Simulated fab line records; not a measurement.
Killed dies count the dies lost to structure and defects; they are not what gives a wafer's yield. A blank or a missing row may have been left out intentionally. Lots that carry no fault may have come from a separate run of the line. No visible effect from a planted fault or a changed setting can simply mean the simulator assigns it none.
Which tool was responsible? ; flow gf180mcu ; 12 lots, 36 wafers sampled, at 6 steps of a route of 602

== WHAT THE GAUGES SHOWED, per wafer ==
GF_VT_IMPLANT_TW_MEAS_43. Usual: VT_IMPLANT_4_TW 698, standard deviation 10.
lot;measured;on;VT_IMPLANT_4_TW;flag
L514;day 7 10:04;film_metro-02;685 682 683;
L515;day 7 16:50;film_metro-03;705 702 714;
L517;day 8 06:52;film_metro-03;707 703 706;
L518;day 8 13:45;film_metro-03;710 708 707;
L523;day 10 01:49;film_metro-02;686 686 687;
L524;day 10 12:07;film_metro-02;684 682 682;
L525;day 10 16:37;film_metro-02;688 683 685;
L526;day 10 22:39;film_metro-03;706 707 706;
L527;day 11 05:12;film_metro-01;700 696 693;
L528;day 11 09:36;film_metro-01;698 697 698;
L535;day 13 12:27;film_metro-02;686 690 687;
L536;day 13 17:04;film_metro-03;700 707 705;

GF_POLY_GATE_THK_MEAS_01. Usual: POLY_GATE_CVD_00_THK 200.1 nm, standard deviation 2.2.
lot;measured;on;POLY_GATE_CVD_00_THK (nm);flag
L514;day 8 09:08;film_metro-03;198.6 199.7 200.7;
L515;day 8 15:31;film_metro-03;196.1 196.3 197.5;
L517;day 9 07:19;film_metro-04;203.1 202.0 200.8;
L518;day 9 12:37;film_metro-03;195.6 194.3 196.2;
L523;day 11 01:29;film_metro-03;196.6 196.3 198.3;
L524;day 11 11:58;film_metro-02;199.7 198.7 198.9;
L525;day 11 16:45;film_metro-03;202.4 201.0 201.3;
L526;day 11 21:52;film_metro-02;200.2 201.3 202.4;
L527;day 12 06:37;film_metro-02;199.4 200.0 199.8;
L528;day 12 12:01;film_metro-04;202.6 202.2 200.4;
L535;day 14 18:11;film_metro-03;163.9 164.5 163.5;OFF
L536;day 15 02:21;film_metro-02;159.6 159.6 160.9;OFF

GF_HV_LDD_OVL_MEAS_08. Usual: HV_LDD_OVL -0.1 nm, standard deviation 1.4.
lot;measured;on;HV_LDD_OVL (nm);flag
L514;day 9 21:02;overlay-01;-1.6 -1.4 -1.9;
L515;day 10 03:57;overlay-02;2.3 1.2 0.3;
L517;day 10 20:20;overlay-02;2.1 0.1 2.2;
L518;day 11 02:50;overlay-01;2.8 1.8 1.3;
L523;day 12 18:50;overlay-01;1.9 -0.4 1.9;
L524;day 13 04:47;overlay-01;0.5 -1.6 -2.0;
L525;day 13 09:14;overlay-01;-1.1 -0.3 -0.8;
L526;day 13 15:11;overlay-01;1.4 1.0 0.6;
L527;day 14 00:47;overlay-02;0.6 0.1 -0.2;
L528;day 14 07:44;overlay-02;0.0 1.3 -1.2;
L535;day 16 14:26;overlay-01;-2.2 -1.8 -0.6;
L536;day 17 02:32;overlay-02;0.0 0.4 -1.0;

== WHAT TOOL EACH LOT RAN ON (gives the tool, then ch and the chambers of the sampled wafers, and finally the start) ==
lot;GF_VT_IMPLANT_RTA_45;GF_POLY_GATE_CVD_00;GF_POLY_GATE_ETCH_13
L514;rtp_anneal-02 ch 0, day 7 10:14;lpcvd-01 ch 1, day 8 07:08;rie_si-02 ch 0,1,2, day 9 01:56
L515;rtp_anneal-01 ch 0, day 7 16:58;lpcvd-01 ch 1, day 8 13:29;rie_si-02 ch 0,1,2, day 9 08:43
L517;rtp_anneal-02 ch 0, day 8 06:59;lpcvd-02 ch 1, day 9 05:56;rie_si-02 ch 0,2,3, day 10 00:46
L518;rtp_anneal-01 ch 0, day 8 13:52;lpcvd-02 ch 1, day 9 11:17;rie_si-02 ch 0,2,3, day 10 06:40
L523;rtp_anneal-01 ch 0, day 10 01:55;lpcvd-01 ch 0, day 11 00:09;rie_si-02 ch 0,1,2, day 11 19:59
L524;rtp_anneal-02 ch 0, day 10 12:13;lpcvd-02 ch 1, day 11 10:38;rie_si-01 ch 0,3, day 12 06:52
L525;rtp_anneal-01 ch 0, day 10 16:44;lpcvd-01 ch 0, day 11 15:25;rie_si-01 ch 0,3, day 12 12:19
L526;rtp_anneal-01 ch 0, day 10 22:46;lpcvd-01 ch 0, day 11 20:32;rie_si-01 ch 1,2,3, day 12 17:44
L527;rtp_anneal-02 ch 0, day 11 05:19;lpcvd-02 ch 1, day 12 05:17;rie_si-02 ch 0,1,2, day 13 02:01
L528;rtp_anneal-01 ch 0, day 11 09:43;lpcvd-02 ch 0, day 12 10:01;rie_si-02 ch 0,2,3, day 13 08:01
L535;rtp_anneal-01 ch 0, day 13 12:34;lpcvd-02 ch 0, day 14 16:52;rie_si-02 ch 0,2,3, day 15 14:16
L536;rtp_anneal-01 ch 0, day 13 17:14;lpcvd-02 ch 1, day 15 01:01;rie_si-01 ch 0,1,3, day 16 00:14
- GF_VT_IMPLANT_RTA_45: time 30 s.
- GF_POLY_GATE_CVD_00: deposits poly-Si, target thk 200 nm, time 1200 s.
- GF_POLY_GATE_ETCH_13: etches poly-Si in HBr/Cl2, stops on SiO2, target depth 198.5 nm, time 69.6 s.

== AS READ BY THE TOOLS THEMSELVES (means over the sampled wafers that have a number; for cases with no such wafer, the mark the record gives instead) ==
GF_VT_IMPLANT_RTA_45. Usual: lamp_power_pct 38 %, standard deviation 5.3; wafer_temp_C_max 1054.6, standard deviation 1.3.
lot;tool;lamp_power_pct (%);wafer_temp_C_max;flag
L514;rtp_anneal-02;31;1055.8;
L515;rtp_anneal-01;42;1054.1;
L517;rtp_anneal-02;31;1055.1;
L518;rtp_anneal-01;42;1053.3;
L523;rtp_anneal-01;42;1054.5;
L524;rtp_anneal-02;31;1056.2;
L525;rtp_anneal-01;42;1054.4;
L526;rtp_anneal-01;42;1054.8;
L527;rtp_anneal-02;31;1055.7;
L528;rtp_anneal-01;42;1053.7;
L535;rtp_anneal-01;42;1055.0;
L536;rtp_anneal-01;42;1054.2;

GF_POLY_GATE_CVD_00. Usual: spike_tc_bottom_C 643 C, standard deviation 3.1; spike_tc_centre_C 619.2 C, standard deviation 1.2; spike_tc_lower_C 620.0 C, standard deviation 1.3; spike_tc_upper_C 620.6 C, standard deviation 1.5; susceptor_temp_C 620.02 C, standard deviation 0.29; zone_power_bottom_pct 13.3 %, standard deviation 0.61.
lot;tool;spike_tc_bottom_C (C);spike_tc_centre_C (C);spike_tc_lower_C (C);spike_tc_upper_C (C);susceptor_temp_C (C);zone_power_bottom_pct (%);flag
L514;lpcvd-01;638;618.5;619.2;620.1;620.07;13.4;
L515;lpcvd-01;638;618.2;618.1;620.8;620.23;13.3;
L517;lpcvd-02;642;619.9;621.2;622.3;620.25;12.5;
L518;lpcvd-02;643;620.8;620.2;622.6;620.09;12.5;
L523;lpcvd-01;645;619.0;619.7;620.6;620.07;14.1;
L524;lpcvd-02;643;619.3;621.5;622.0;619.50;12.4;
L525;lpcvd-01;644;618.9;620.6;620.7;620.03;14.1;
L526;lpcvd-01;645;617.9;619.5;620.6;619.97;14.0;
L527;lpcvd-02;644;620.5;620.6;622.6;620.27;12.4;
L528;lpcvd-02;646;619.5;621.1;619.1;620.20;13.5;
L535;lpcvd-02;635;610.2;610.5;610.3;610.76;13.3;OFF
L536;lpcvd-02;634;610.8;611.1;611.8;610.92;12.2;OFF

GF_POLY_GATE_ETCH_13. Usual: chamber_pressure_mTorr 10.000 mTorr, standard deviation 0.0089; drypump_motor_current_A 5.9 A, standard deviation 0.39; oes_product_au 0.989 a.u., standard deviation 0.0066; throttle_valve_pct 33.686 %, standard deviation 0.0088.
lot;tool;chamber_pressure_mTorr (mTorr);drypump_motor_current_A (A);oes_product_au (a.u.);throttle_valve_pct (%);flag
L514;rie_si-02;9.997;5.6;0.990;33.692;
L515;rie_si-02;10.006;5.6;0.983;33.687;
L517;rie_si-02;10.001;5.9;0.995;33.686;
L518;rie_si-02;9.997;5.9;0.984;33.677;
L523;rie_si-02;10.002;5.5;0.983;33.686;
L524;rie_si-01;10.000;6.2;0.987;33.690;
L525;rie_si-01;9.999;6.4;0.994;33.688;
L526;rie_si-01;9.993;6.1;0.994;33.695;
L527;rie_si-02;10.004;5.6;0.990;33.688;
L528;rie_si-02;9.998;5.9;0.987;33.683;
L535;rie_si-02;9.998;5.9;0.873;33.688;OFF
L536;rie_si-01;10.004;6.1;0.856;33.679;OFF

== THE ANSWER, worked out from the rows above alone ==
Rule: take the mean of a lot's wafers that have a number; if it is more than 3 standard deviations from the usual mean, the lot is off. Also off: a lot with no number at a reading for which 4 or more lots have one. All remaining lots with rows at the step are treated as sound. After the gauges, taken in route order, come the tools' own readings; for these a lot's mean is taken, as printed above. At the first step where some lot is off, the reading lying furthest off is the one used; lots without a number count as furthest.
Off: L535, L536, seen at GF_POLY_GATE_THK_MEAS_01 (POLY_GATE_CVD_00_THK).
A tool fits if, at a process step before that reading, it ran every lot that is off, and no sound lot after the first of them. The gauges at GF_POLY_GATE_THK_MEAS_01 aren't tried: what is off there is off at GF_POLY_GATE_CVD_00 too, on other tools, and a gauge's error can't cause that. Undecided on this evidence; 2 tools fit (rtp_anneal-01 at GF_VT_IMPLANT_RTA_45, lpcvd-02 at GF_POLY_GATE_CVD_00).

== WHAT THE SIMULATOR HAD PUT IN ==
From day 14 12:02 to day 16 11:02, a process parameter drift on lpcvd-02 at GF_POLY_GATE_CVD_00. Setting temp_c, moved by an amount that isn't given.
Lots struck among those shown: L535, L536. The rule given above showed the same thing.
